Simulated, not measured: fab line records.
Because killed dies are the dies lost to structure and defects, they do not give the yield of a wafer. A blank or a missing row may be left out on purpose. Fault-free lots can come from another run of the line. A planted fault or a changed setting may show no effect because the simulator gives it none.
fab line records	flow sky130
[record] lots = 12	wafers = 36	lastDay = 51
route steps=708 shown SONOS_TUNNEL@162 POLY_GATE@205 LDD_N@254 PAD_OPEN@708
lots with no fault: from the same line, run without faults
startH: start of the lot's first displayed wafer, in hours after the record's first day	waitH: time in hours since the lot's previous step	" as in the row above	L1.1+2: one row covering several wafers at once	- value missing, or start not given	* or withheld: withheld	< > ~ a bound
route shown NAME@n: names a module that has steps shown in the file, with the first one's number in the route	usual: average and standard deviation across the fault-free wafers	same: alike in all rows	chamber/n: place in a boat	sites: readings site by site	_std_site: how widely they spread, as a standard deviation	_edge_site: the outer-site mean with the inner-site mean subtracted	radiusMm: how far each site lies from the wafer's centre	mask NAME#n: copy n	behind: the tool/chamber that last shaped the wafer	hold: why the lot went on hold/how many hours it stayed there/how the hold came to an end	device: which transistor (n, p or np) failed to switch	end of line: at the end of the route, the tests of the same wafers	a step without rows: its recipe alone	killed: not the wafer's yield, but the dies lost to structure and defects at the first sort	map: dies across one wafer; x = killed, . = not, _ = none there
set.NAME: the run value of the setting; set.NAME@STEP: its run value at that earlier step	model.NAME: the simulator's own value behind a step, which no gauge read
steps of the route over a sample of lots; a table a step, a row a wafer
services: a tool's chamber out of use, with start hour (startH, from the record's first day; less than 0 if before it), hours out, and reason
[[steps]]
[step SKY_SONOS_TUNNEL_OVL_MEAS_08]
[usual] SONOS_TUNNEL_OVL = 1.2/1.3
lot.wafer	tool	chamber	startH	waitH	SONOS_TUNNEL_OVL[nm]
L881.2	overlay-02	-	270.81	0.1	0.0
L881.3	"	-	"	"	0.4
L881.5	"	-	"	"	2.4
L884.2	overlay-02	-	284.85	0.1	1.6
L884.3	"	-	"	"	1.1
L884.4	"	-	"	"	0.1
L885.1	overlay-01	-	292.39	0.1	2.0
L885.2	"	-	"	"	2.2
L885.4	"	-	"	"	0.2
L886.1	overlay-01	-	293.01	0.1	1.9
L886.2	"	-	"	"	1.9
L886.6	"	-	"	"	1.4
L889.2	overlay-01	-	321.46	0.1	3.4
L889.5	"	-	"	"	3.4
L889.6	"	-	"	"	2.7
L890.2	overlay-01	-	327.84	0.1	0.4
L890.3	"	-	"	"	0.0
L890.6	"	-	"	"	1.0
L891.2	overlay-01	-	336.36	0.1	3.4
L891.3	"	-	"	"	3.4
L891.5	"	-	"	"	3.3
L892.1	overlay-01	-	345.21	0.1	2.0
L892.2	"	-	"	"	0.6
L892.5	"	-	"	"	2.2
L895.1	overlay-01	-	370.84	0.1	2.4
L895.2	"	-	"	"	1.9
L895.3	"	-	"	"	1.9
L899.3	overlay-02	-	401.95	0.1	0.7
L899.5	"	-	"	"	-1.3
L899.6	"	-	"	"	1.2
L901.2	overlay-02	-	422.01	0.1	0.4
L901.3	"	-	"	"	0.4
L901.4	"	-	"	"	0.6
L902.1	overlay-01	-	427.00	0.1	1.0
L902.3	"	-	"	"	-0.4
L902.6	"	-	"	"	2.3
[step SKY_POLY_GATE_THK_MEAS_01]
[recipe] reads = poly-Si_of_POLY_GATE_CVD_00
[usual] POLY_GATE_CVD_00_THK = 180.0/2
lot.wafer	tool	chamber	startH	waitH	POLY_GATE_CVD_00_THK[nm]
L881.2	filmMetro-04	-	335.93	0.0	179.4
L881.3	"	-	"	"	180.3
L881.5	"	-	"	"	180.0
L884.2	filmMetro-03	-	351.18	0.0	176.9
L884.3	"	-	"	"	176.7
L884.4	"	-	"	"	176.8
L885.1	filmMetro-04	-	358.86	0.0	180.0
L885.2	"	-	"	"	178.0
L885.4	"	-	"	"	179.3
L886.1	filmMetro-03	-	358.86	0.0	178.4
L886.2	"	-	"	"	178.0
L886.6	"	-	"	"	178.9
L889.2	filmMetro-04	-	391.29	0.0	180.3
L889.5	"	-	"	"	182.0
L889.6	"	-	"	"	181.3
L890.2	filmMetro-02	-	401.15	0.0	179.5
L890.3	"	-	"	"	182.2
L890.6	"	-	"	"	182.3
L892.1	filmMetro-04	-	417.75	0.0	179.1
L892.2	"	-	"	"	176.8
L892.5	"	-	"	"	178.8
L891.2	filmMetro-03	-	417.76	0.0	179.4
L891.3	"	-	"	"	179.9
L891.5	"	-	"	"	179.8
L895.1	filmMetro-02	-	453.16	0.0	179.1
L895.2	"	-	"	"	178.7
L895.3	"	-	"	"	178.4
L899.3	filmMetro-02	-	479.29	0.0	179.3
L899.5	"	-	"	"	178.8
L899.6	"	-	"	"	178.1
L902.1	filmMetro-04	-	537.31	0.0	179.6
L902.3	"	-	"	"	180.7
L902.6	"	-	"	"	181.8
L901.2	filmMetro-02	-	540.06	0.0	186.3
L901.3	"	-	"	"	185.6
L901.4	"	-	"	"	185.2
[step SKY_POLY_GATE_OXIDATION_20]
[recipe] tempC = 850	ambient = O2	stabiliseS = 600	purgeS = 300	targetThkA = 40	oxTimeS = 899
[usual] spikeTcCentreC = 849.9/1	spikeTcLowerC = 849.5/0.94	spikeTcTopC = 863.1/1.2	spikeTcUpperC = 851.4/1	zonePowerCentrePct = 17.1/2.5	zonePowerLowerPct = 15.9/1.5	zonePowerUpperPct = 15.0/0.42
[same] stabiliseS = 600
lot.wafer	tool	chamber	startH	waitH	spikeTcCentreC	spikeTcLowerC	spikeTcTopC	spikeTcUpperC	zonePowerCentrePct	zonePowerLowerPct	zonePowerUpperPct
L881.2	furnace-01	0	404.19	8.7	850.4	851.4	864.2	852.3	19.8	17.3	15.4
L881.3	"	0	"	"	849.5	851.5	860.3	853.2	19.7	17.2	15.4
L881.5	"	0	"	"	850.3	851.7	861.8	852.2	19.4	17.4	15.6
L884.2	furnace-01	0	412.38	0.1	849.6	848.2	863.5	852.1	19.9	17.1	15.0
L884.3	"	0	"	"	846.7	850.1	861.5	849.8	19.8	17.5	15.5
L884.4	"	0	"	"	849.4	850.5	863.4	854.2	19.9	17.4	15.3
L885.1	furnace-02	0	418.35	1.2	850.2	849.1	864.2	850.1	14.7	14.6	14.3
L885.2	"	0	"	"	851.0	847.0	864.3	850.0	14.7	14.4	14.6
L885.4	"	0	"	"	848.0	851.1	865.2	852.0	14.4	14.7	14.9
L886.1	furnace-02	0	418.35	3.1	850.9	848.9	863.6	852.0	14.6	14.6	14.6
L886.2	"	0	"	"	848.7	851.3	863.1	850.3	14.8	14.5	14.6
L886.6	"	0	"	"	849.5	851.7	861.5	850.8	14.5	14.3	14.5
L889.2	furnace-01	0	452.70	0.0	848.5	848.9	863.3	851.7	19.5	17.1	15.6
L889.5	"	0	"	"	848.8	850.1	863.7	851.4	19.6	17.0	15.3
L889.6	"	0	"	"	848.0	850.0	861.0	851.5	19.2	17.6	15.1
L890.2	furnace-01	0	462.16	0.3	849.0	848.8	862.4	853.2	19.9	17.1	15.3
L890.3	"	0	"	"	849.3	848.3	863.5	851.8	19.5	17.4	15.3
L890.6	"	0	"	"	848.5	849.8	860.9	852.5	19.7	17.2	15.4
L891.2	furnace-02	0	480.68	0.0	850.4	846.7	864.4	852.8	14.6	14.5	14.8
L891.3	"	0	"	"	851.5	849.0	865.5	851.0	14.7	14.3	14.3
L891.5	"	0	"	"	850.9	847.6	863.4	852.1	14.4	14.3	14.4
L892.1	furnace-01	0	480.73	0.0	886.0	844.7	862.9	848.1	34.3	10.6	9.5
L892.2	"	0	"	"	886.0	844.5	863.0	846.4	34.4	10.5	9.4
L892.5	"	0	"	"	888.7	844.8	863.3	847.6	34.3	10.6	9.5
L895.1	furnace-01	0	516.44	0.0	887.2	845.1	862.4	848.6	33.6	10.8	9.6
L895.2	"	0	"	"	886.7	844.6	863.7	849.8	33.8	10.6	9.5
L895.3	"	0	"	"	886.2	845.4	863.9	847.1	33.8	10.7	9.4
L899.3	furnace-02	0	544.65	1.1	850.9	849.4	863.0	852.0	14.7	14.4	14.6
L899.5	"	0	"	"	848.5	849.2	865.7	850.2	14.7	14.3	15.0
L899.6	"	0	"	"	850.7	848.3	864.8	851.5	14.8	14.5	14.7
L902.1	furnace-01	0	599.88	0.0	850.9	848.3	860.4	853.2	19.7	17.3	15.5
L902.3	"	0	"	"	850.5	848.9	861.2	850.5	19.6	17.5	15.3
L902.6	"	0	"	"	849.4	848.9	862.3	850.5	20.0	17.4	15.5
L901.2	furnace-02	0	603.21	0.0	850.6	848.4	863.7	849.8	14.7	14.5	14.3
L901.3	"	0	"	"	849.3	849.7	862.5	850.7	14.6	14.5	14.7
L901.4	"	0	"	"	851.6	849.9	863.6	852.6	14.7	14.4	14.8
[step SKY_POLY_GATE_THK_MEAS_21]
[recipe] reads = SiO2_of_POLY_GATE_OXIDATION_20
[usual] POLY_GATE_OXIDATION_THK = 3.98/0.075
lot.wafer	tool	chamber	startH	waitH	hold	POLY_GATE_OXIDATION_THK[nm]
L881.2	filmMetro-04	-	405.45	0.0	-	3.95
L881.3	"	-	"	"	-	3.95
L881.5	"	-	"	"	-	3.94
L884.2	filmMetro-03	-	413.64	0.0	-	3.91
L884.3	"	-	"	"	-	4.02
L884.4	"	-	"	"	-	3.89
L885.1	filmMetro-02	-	419.60	0.0	-	3.98
L885.2	"	-	"	"	-	3.93
L885.4	"	-	"	"	-	3.88
L886.1	filmMetro-04	-	419.60	0.0	-	3.97
L886.2	"	-	"	"	-	4.02
L886.6	"	-	"	"	-	4.00
L889.2	filmMetro-04	-	453.96	0.0	-	3.87
L889.5	"	-	"	"	-	3.84
L889.6	"	-	"	"	-	3.90
L890.2	filmMetro-04	-	463.42	0.0	-	3.98
L890.3	"	-	"	"	-	3.90
L890.6	"	-	"	"	-	3.94
L891.2	filmMetro-04	-	481.94	0.0	-	4.15
L891.3	"	-	"	"	-	4.11
L891.5	"	-	"	"	-	4.10
L892.1	filmMetro-02	-	481.98	0.0	awaitDispo/0.2h/release	4.66
L892.2	"	-	"	"	awaitDispo/0.2h/release	4.55
L892.5	"	-	"	"	awaitDispo/0.2h/release	4.16
L892.1	filmMetro-02	-	482.21	0.2	-	4.63
L892.2	"	-	"	"	-	4.57
L892.5	"	-	"	"	-	4.19
L895.1	filmMetro-04	-	517.69	0.0	awaitDispo/0.2h/release	4.65
L895.2	"	-	"	"	awaitDispo/0.2h/release	4.83
L895.3	"	-	"	"	awaitDispo/0.2h/release	4.92
L895.1	filmMetro-04	-	517.91	0.2	-	4.70
L895.2	"	-	"	"	-	4.77
L895.3	"	-	"	"	-	4.89
L899.3	filmMetro-02	-	545.92	0.0	-	4.04
L899.5	"	-	"	"	-	4.02
L899.6	"	-	"	"	-	4.08
L902.1	filmMetro-03	-	601.13	0.0	-	3.93
L902.3	"	-	"	"	-	3.94
L902.6	"	-	"	"	-	3.99
L901.2	filmMetro-04	-	604.53	0.1	-	3.92
L901.3	"	-	"	"	-	3.90
L901.4	"	-	"	"	-	3.95
[step SKY_LDD_N_TW_MEAS_17]
[usual] LDD_N_TW = 2546/17
lot.wafer	tool	chamber	startH	waitH	LDD_N_TW
L881.2	filmMetro-03	-	435.48	0.1	2523
L881.3	"	-	"	"	2522
L881.5	"	-	"	"	2519
L884.2	filmMetro-01	-	444.73	0.1	2553
L884.3	"	-	"	"	2560
L884.4	"	-	"	"	2537
L885.1	filmMetro-03	-	450.97	0.1	2525
L885.2	"	-	"	"	2532
L885.4	"	-	"	"	2528
L886.1	filmMetro-01	-	451.45	0.1	2570
L886.2	"	-	"	"	2543
L886.6	"	-	"	"	2556
L889.2	filmMetro-04	-	484.26	0.1	2529
L889.5	"	-	"	"	2550
L889.6	"	-	"	"	2559
L890.2	filmMetro-01	-	494.78	0.1	2540
L890.3	"	-	"	"	2555
L890.6	"	-	"	"	2556
L891.2	filmMetro-04	-	514.58	0.1	2555
L891.3	"	-	"	"	2568
L891.5	"	-	"	"	2566
L892.1	filmMetro-01	-	514.87	0.1	2538
L892.2	"	-	"	"	2545
L892.5	"	-	"	"	2555
L895.1	filmMetro-04	-	549.57	0.1	2566
L895.2	"	-	"	"	2543
L895.3	"	-	"	"	2533
L899.3	filmMetro-03	-	577.44	0.1	2513
L899.5	"	-	"	"	2513
L899.6	"	-	"	"	2514
L902.1	filmMetro-01	-	630.80	0.1	2575
L902.3	"	-	"	"	2545
L902.6	"	-	"	"	2563
L901.2	filmMetro-04	-	635.78	0.1	2572
L901.3	"	-	"	"	2571
L901.4	"	-	"	"	2565
[step SKY_PAD_OPEN_PROBE_99]
[usual] killed_at_M0_to_M3 = 43/6.8	killed_at_M4_up = 3.1/1.8	killedAtContacts = 25/5.8	killedAtFrontEnd = 15/4.2	killedAtOther = 0.3/0.5	killedDies = 87/9.7	killedOnRim = 17/4.1	killedOpen = 47/7.3	killedShort = 39/6.6
[same] grossDies = 492	killedAtBackSide = 0
lot.wafer	tool	chamber	startH	waitH	killed_at_M0_to_M3	killed_at_M4_up	killedAtContacts	killedAtFrontEnd	killedAtOther	killedDies	killedOnRim	killedOpen	killedShort
L892.1	prober-02	-	1155.56	0.1	41	1	28	16	0	86	12	54	32
L892.2	prober-02	-	1155.61	0.1	38	2	23	17	1	81	16	44	37
L892.5	prober-02	-	1155.76	0.2	46	6	38	18	0	108	25	68	40
L895.1	prober-01	-	1173.74	0.1	49	3	22	14	0	88	20	41	47
L895.2	prober-01	-	1173.79	0.1	46	4	29	15	0	94	13	50	44
L895.3	prober-01	-	1173.84	0.2	42	4	21	14	0	81	15	37	44
// killed by level:class
L892.1 CONTACT:geometricParticle:open=12 VIA1:geometricParticle:open=12 VIA3:geometricParticle:open=11 FIELD_ISO:geometricParticle:short=5 LI_CONTACT:geometricParticle:open=5 LOCAL_INTERCONNECT:geometricParticle:short=5 VIA1:geometricParticle:short=5 FIELD_ISO:geometricParticle:open=4
L892.2 VIA1:geometricParticle:open=11 FIELD_ISO:geometricParticle:open=6 LI_CONTACT:geometricParticle:open=5 LOCAL_INTERCONNECT:geometricParticle:short=5 CONTACT:geometricParticle:open=5 METAL2:geometricParticle:short=5 POLY_GATE:geometricParticle:open=4 LI_CONTACT:geometricParticle:short=4
L892.5 CONTACT:geometricParticle:open=16 VIA1:geometricParticle:open=12 VIA3:geometricParticle:open=11 LI_CONTACT:geometricParticle:open=9 LI_CONTACT:geometricParticle:short=6 FIELD_ISO:geometricParticle:short=5 POLY_GATE:geometricParticle:open=5 CONTACT:geometricParticle:short=5
L895.1 VIA1:geometricParticle:short=11 VIA1:geometricParticle:open=11 CONTACT:geometricParticle:open=6 METAL1:geometricParticle:short=5 LI_CONTACT:geometricParticle:open=5 CONTACT:geometricParticle:short=5 VIA2:geometricParticle:open=5 VIA2:geometricParticle:short=4
L895.2 CONTACT:geometricParticle:open=10 VIA3:geometricParticle:open=10 LI_CONTACT:geometricParticle:open=8 VIA2:geometricParticle:open=5 VIA3:geometricParticle:short=5 LI_CONTACT:geometricParticle:short=4 LOCAL_INTERCONNECT:geometricParticle:short=4 VIA1:geometricParticle:open=4
L895.3 CONTACT:geometricParticle:open=8 METAL2:geometricParticle:short=7 VIA1:geometricParticle:short=7 CONTACT:geometricParticle:short=6 VIA2:geometricParticle:open=5 VIA1:geometricParticle:open=5 LI_CONTACT:geometricParticle:open=4 METAL1:geometricParticle:short=4
[[services]]
tool	chamber	startH	hours	kind
furnace-02	-	389.94	25.7	pm
furnace-02	-	438.19	4.8	pm
furnace-01	-	517.69	3.8	pm
furnace-01	-	543.31	2.5	pm
furnace-01	-	557.85	3.7	pm
furnace-02	-	578.95	3.2	pm
[[key]]
[firstSign] step = SKY_POLY_GATE_OXIDATION_20	reading = spikeTcCentreC	direction = up	sigmas = 37	usual = 849.9	struck = 886.8
[effect] step = SKY_POLY_GATE_OXIDATION_20	reading = zonePowerUpperPct	direction = down	sigmas = 13	usual = 15.0	struck = 9.5
[effect] step = SKY_POLY_GATE_THK_MEAS_21	reading = visit	direction = added
[effect] step = SKY_POLY_GATE_THK_MEAS_21	reading = POLY_GATE_OXIDATION_THK	direction = up	sigmas = 8.7	usual = 3.98	struck = 4.63
metAt SKY_POLY_GATE_OXIDATION_20
struckLots L892,L895
testerLeftOut L892,L895
notActingAt SKY_SONOS_TUNNEL_OVL_MEAS_08,SKY_POLY_GATE_THK_MEAS_01,SKY_LDD_N_TW_MEAS_17
onsetBetween 462.16 480.73
[fault] kind = processParameterDrift	tool = furnace-01	chamber = -	onsetH = 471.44	steps = SKY_POLY_GATE_OXIDATION_20	channel = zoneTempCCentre	offset = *	shape = step	endH = 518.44
// testerLeftOut: of these lots the tester's yield and bins aren't shown, on N5 and GAA mostly nor the transistor test; their killed dies are dies lost to structure and defects alone, not to doping, threshold or leakage, so they don't give the yield
